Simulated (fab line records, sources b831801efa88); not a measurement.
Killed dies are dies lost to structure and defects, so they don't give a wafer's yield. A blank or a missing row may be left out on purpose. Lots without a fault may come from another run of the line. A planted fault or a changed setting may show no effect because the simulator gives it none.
A sampling plan put to the test | flow sfq_line | one fab line, 17 faults that these records tell of, each judged on the records of the lots that it struck
The plan is the line's own looks: the steps of the route at which a gauge or an inspection reads the wafer and doesn't change it. A look can be judged if struck wafers have a number there and the file gives its usual mean and standard deviation on fault-free wafers. Caught: at a look after the fault's first step, the mean of the struck wafers lies 4 or more of those standard deviations (sigma) from the usual mean. On the tool: the same test on the tool's own readings at the fault's steps. Another recipe on the struck wafers, or a record that is blank for them alone, also counts as caught.

THE FAULTS, as the simulator had put them in
1. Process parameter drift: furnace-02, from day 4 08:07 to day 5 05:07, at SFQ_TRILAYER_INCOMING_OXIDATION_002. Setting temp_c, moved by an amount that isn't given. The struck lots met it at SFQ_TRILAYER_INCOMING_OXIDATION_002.
2. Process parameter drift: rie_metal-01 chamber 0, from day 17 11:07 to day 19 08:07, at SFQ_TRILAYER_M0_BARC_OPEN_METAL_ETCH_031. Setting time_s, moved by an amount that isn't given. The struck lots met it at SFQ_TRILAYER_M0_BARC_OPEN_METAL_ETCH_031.
3. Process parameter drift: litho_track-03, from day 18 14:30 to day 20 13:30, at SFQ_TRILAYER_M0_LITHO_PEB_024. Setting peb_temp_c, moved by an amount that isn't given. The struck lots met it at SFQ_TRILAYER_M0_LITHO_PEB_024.
4. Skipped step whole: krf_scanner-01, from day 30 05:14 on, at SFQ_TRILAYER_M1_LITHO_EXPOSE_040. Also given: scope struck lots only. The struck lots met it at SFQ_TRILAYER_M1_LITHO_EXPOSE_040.
5. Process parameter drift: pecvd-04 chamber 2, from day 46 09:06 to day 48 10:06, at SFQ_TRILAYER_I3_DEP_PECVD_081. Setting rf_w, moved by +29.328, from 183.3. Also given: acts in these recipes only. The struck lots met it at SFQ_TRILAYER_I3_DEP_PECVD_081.
6. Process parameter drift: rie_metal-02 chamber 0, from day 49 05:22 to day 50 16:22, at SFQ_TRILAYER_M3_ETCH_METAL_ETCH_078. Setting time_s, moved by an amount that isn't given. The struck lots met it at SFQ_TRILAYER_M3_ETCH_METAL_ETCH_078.
7. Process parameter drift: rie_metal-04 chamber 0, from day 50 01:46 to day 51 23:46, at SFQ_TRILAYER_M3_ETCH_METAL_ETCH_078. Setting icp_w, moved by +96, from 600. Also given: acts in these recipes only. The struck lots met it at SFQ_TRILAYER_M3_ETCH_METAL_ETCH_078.
8. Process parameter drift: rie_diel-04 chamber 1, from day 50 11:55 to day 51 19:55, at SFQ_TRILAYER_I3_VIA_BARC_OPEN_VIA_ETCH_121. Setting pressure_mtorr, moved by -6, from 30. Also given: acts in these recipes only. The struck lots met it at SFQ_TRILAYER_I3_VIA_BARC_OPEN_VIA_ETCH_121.
9. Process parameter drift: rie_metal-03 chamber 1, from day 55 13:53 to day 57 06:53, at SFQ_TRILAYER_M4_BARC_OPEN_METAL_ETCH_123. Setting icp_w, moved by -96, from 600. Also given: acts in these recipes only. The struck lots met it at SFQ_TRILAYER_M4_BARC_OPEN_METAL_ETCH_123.
10. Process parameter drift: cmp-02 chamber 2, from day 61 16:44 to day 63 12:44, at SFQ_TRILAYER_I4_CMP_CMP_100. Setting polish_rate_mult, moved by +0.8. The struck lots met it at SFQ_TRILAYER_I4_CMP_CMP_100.
11. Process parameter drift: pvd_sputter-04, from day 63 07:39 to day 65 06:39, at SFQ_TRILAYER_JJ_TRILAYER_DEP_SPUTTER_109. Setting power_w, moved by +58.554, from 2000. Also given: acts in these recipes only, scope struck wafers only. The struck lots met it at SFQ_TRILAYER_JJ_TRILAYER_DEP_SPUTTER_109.
12. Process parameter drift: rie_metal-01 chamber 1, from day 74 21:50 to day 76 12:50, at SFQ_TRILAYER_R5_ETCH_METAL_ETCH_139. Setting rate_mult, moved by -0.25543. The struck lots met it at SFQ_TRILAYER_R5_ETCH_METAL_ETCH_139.
13. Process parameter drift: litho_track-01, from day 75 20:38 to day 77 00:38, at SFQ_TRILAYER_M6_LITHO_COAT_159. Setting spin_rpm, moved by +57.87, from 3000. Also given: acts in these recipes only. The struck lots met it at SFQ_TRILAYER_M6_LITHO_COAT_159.
14. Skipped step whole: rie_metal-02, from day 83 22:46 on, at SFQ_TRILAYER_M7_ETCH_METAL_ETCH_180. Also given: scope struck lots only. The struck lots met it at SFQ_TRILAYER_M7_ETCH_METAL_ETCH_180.
15. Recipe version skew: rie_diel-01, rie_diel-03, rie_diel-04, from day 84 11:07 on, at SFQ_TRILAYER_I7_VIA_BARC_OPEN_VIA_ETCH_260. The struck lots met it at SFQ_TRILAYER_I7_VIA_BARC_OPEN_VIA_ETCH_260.
16. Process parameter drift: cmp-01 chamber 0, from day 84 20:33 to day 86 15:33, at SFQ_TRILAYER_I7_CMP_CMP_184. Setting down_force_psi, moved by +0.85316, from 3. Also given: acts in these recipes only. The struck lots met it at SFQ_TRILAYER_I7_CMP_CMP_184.
17. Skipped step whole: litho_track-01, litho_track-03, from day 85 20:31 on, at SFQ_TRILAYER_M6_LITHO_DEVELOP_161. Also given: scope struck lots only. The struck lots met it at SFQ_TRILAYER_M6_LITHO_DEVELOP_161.

WHAT THE PLAN SAW
fault | on the tool itself                               | first look that catches it                      | reading, sigma | median hours from its first step to that look | hours from the fault's start to the first struck lot there | judged looks passed uncaught
1     | tube_center_temp_C +99 or beyond sigma           | not the one look that can be judged after it    | -              | -                                             | -                                                          | 1
2     | run_length_s -9.1 sigma                          | no look after it can be judged                  | -              | -                                             | -                                                          | 0
3     | heater_power_total_W +99 or beyond sigma         | none of the 2 looks that can be judged after it | -              | -                                             | -                                                          | 2
4     | no reading that can be judged                    | no look after it can be judged                  | -              | -                                             | -                                                          | 0
5     | rf_fwd_power_W +44 sigma                         | no look after it can be judged                  | -              | -                                             | -                                                          | 0
6     | run_length_s -14 sigma                           | no look after it can be judged                  | -              | -                                             | -                                                          | 0
7     | rf_fwd_power_W +44 sigma                         | not the one look that can be judged after it    | -              | -                                             | -                                                          | 1
8     | chamber_pressure_mTorr -99 or beyond sigma       | no look after it can be judged                  | -              | -                                             | -                                                          | 0
9     | rf_fwd_power_W -45 sigma                         | not the one look that can be judged after it    | -              | -                                             | -                                                          | 1
10    | time_to_endpoint_s -15 sigma                     | no look after it can be judged                  | -              | -                                             | -                                                          | 0
11    | cathode_dc_power_W +99 or beyond sigma           | no look after it can be judged                  | -              | -                                             | -                                                          | 0
12    | oes_product_au -24 sigma                         | no look after it can be judged                  | -              | -                                             | -                                                          | 0
13    | spin_speed_rpm +34 sigma                         | no look after it can be judged                  | -              | -                                             | -                                                          | 0
14    | the tool's record is blank for the struck wafers | no look after it can be judged                  | -              | -                                             | -                                                          | 0
15    | oes_product_au +29 sigma                         | no look after it can be judged                  | -              | -                                             | -                                                          | 0
16    | head_pressure_psi +99 or beyond sigma            | no look after it can be judged                  | -              | -                                             | -                                                          | 0
17    | the tool's record is blank for the struck wafers | no look after it can be judged                  | -              | -                                             | -                                                          | 0
A dash: the fault isn't caught, or these records don't give the number.

Caught at a look: 0 of 17. Caught on the tool: 16 of 17. By one or the other: 16 of 17.
Caught on the tool alone: faults 1, 2, 3, 5, 6, 7, 8, 9, 10, 11, 12, 13, 14, 15, 16, 17.
Caught by neither: fault 4.
